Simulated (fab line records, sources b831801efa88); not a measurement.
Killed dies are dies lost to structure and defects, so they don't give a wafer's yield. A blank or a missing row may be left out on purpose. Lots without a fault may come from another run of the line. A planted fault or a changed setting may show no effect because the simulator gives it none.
Which tool did it? | flow gf180mcu | 12 lots, 36 wafers sampled, at 5 steps of a route of 602

WHAT THE GAUGES READ, wafer by wafer
GF_V3_THK_MEAS_25: measures by xrf.
lot  | measured     | on            | V3_W_THK (nm)
L075 | day 22 15:47 | film_metro-02 | 354 342 352
L077 | day 23 06:19 | film_metro-02 | 340 344 338
L079 | day 24 09:14 | film_metro-02 | 346 345 347
L081 | day 25 01:02 | film_metro-01 | 336 338 341
L083 | day 26 01:25 | film_metro-01 | 353 351 339
L085 | day 26 18:01 | film_metro-01 | 336 340 343
L087 | day 27 06:00 | film_metro-02 | 346 347 347
L089 | day 27 14:32 | film_metro-02 | 360 354 360
L091 | day 28 07:07 | film_metro-03 | 354 351 352
L093 | day 28 22:52 | film_metro-03 | 356 351 356
L095 | day 29 06:17 | film_metro-03 | 352 353 349
L097 | day 29 16:15 | film_metro-01 | 345 349 352

WHICH TOOL RAN EACH LOT (tool, then ch and the chambers of the sampled wafers, then the start)
lot  | GF_STI_CMP_25                | GF_SAB_STRIP_13                      | GF_M1_SPUTTER_00             | GF_M2_SPUTTER_02
L075 | cmp-02 ch 0,1,3, day 2 10:14 | plasma_asher-01 ch 0,1, day 15 10:03 | pvd_sputter-03, day 16 10:46 | pvd_sputter-02, day 18 11:41
L077 | cmp-01 ch 0,1,3, day 2 18:53 | plasma_asher-03 ch 0,1, day 15 23:08 | pvd_sputter-02, day 17 00:08 | pvd_sputter-02, day 19 02:16
L079 | cmp-02 ch 0,1,2, day 3 05:19 | plasma_asher-03 ch 0,1, day 17 02:38 | pvd_sputter-02, day 18 04:14 | pvd_sputter-02, day 20 07:17
L081 | cmp-01 ch 0,1,3, day 3 15:32 | plasma_asher-03 ch 0,1, day 17 18:24 | pvd_sputter-04, day 18 20:32 | pvd_sputter-03, day 20 23:55
L083 | cmp-01 ch 1,2,3, day 4 04:18 | plasma_asher-03 ch 0,1, day 18 22:00 | pvd_sputter-04, day 20 00:46 | pvd_sputter-03, day 22 03:08
L085 | cmp-02 ch 2,3, day 4 14:56   | plasma_asher-01 ch 0,1, day 19 15:31 | pvd_sputter-02, day 20 18:04 | pvd_sputter-03, day 22 21:00
L087 | cmp-02 ch 0,1,3, day 5 00:13 | plasma_asher-01 ch 0,1, day 20 06:39 | pvd_sputter-03, day 21 09:05 | pvd_sputter-03, day 23 11:47
L089 | cmp-01 ch 0,2,3, day 5 09:59 | plasma_asher-03 ch 0,1, day 20 16:44 | pvd_sputter-03, day 21 19:24 | pvd_sputter-01, day 23 20:13
L091 | cmp-02 ch 0,2,3, day 5 19:11 | plasma_asher-03 ch 0,1, day 21 12:22 | pvd_sputter-02, day 22 15:00 | pvd_sputter-01, day 24 16:50
L093 | cmp-01 ch 0,1,2, day 6 07:44 | plasma_asher-04 ch 0,1, day 22 09:17 | pvd_sputter-03, day 23 10:54 | pvd_sputter-01, day 25 09:56
L095 | cmp-01 ch 2,3, day 6 16:16   | plasma_asher-03 ch 0,1, day 22 15:28 | pvd_sputter-02, day 23 16:43 | pvd_sputter-03, day 25 17:12
L097 | cmp-01 ch 0,1, day 7 03:40   | plasma_asher-01 ch 0,1, day 23 04:26 | pvd_sputter-02, day 24 05:44 | pvd_sputter-02, day 26 03:40
- GF_STI_CMP_25: polishes, stops on Si3N4, t overpolish 33 s, target thk 524.6 nm.
- GF_SAB_STRIP_13: strips in O2/N2.
- GF_M1_SPUTTER_00: material Ti, target thk 37.5 nm, time 150 s.
- GF_M2_SPUTTER_02: material AlCu, target thk 450 nm, time 23.9 s.

THE ANSWER, worked out from the rows above alone
Rule: what is usual is taken from the lots themselves. Put in order of their means at a reading, lots are off if they are a third of the lots or fewer, leave a main group of 4 or more, and stand apart from it by a gap of 3 or more times the standard deviation of the main group's means; of several such gaps the widest counts. A main group whose means are all the same, to the digits that the tables above print for the reading, isn't used. A lot without any number at a reading at which 4 lots or more have one is off too. The other lots that the step has rows for count as sound.
No lot is off at any reading shown: from this, nothing can be told.

WHAT THE SIMULATOR HAD PUT IN
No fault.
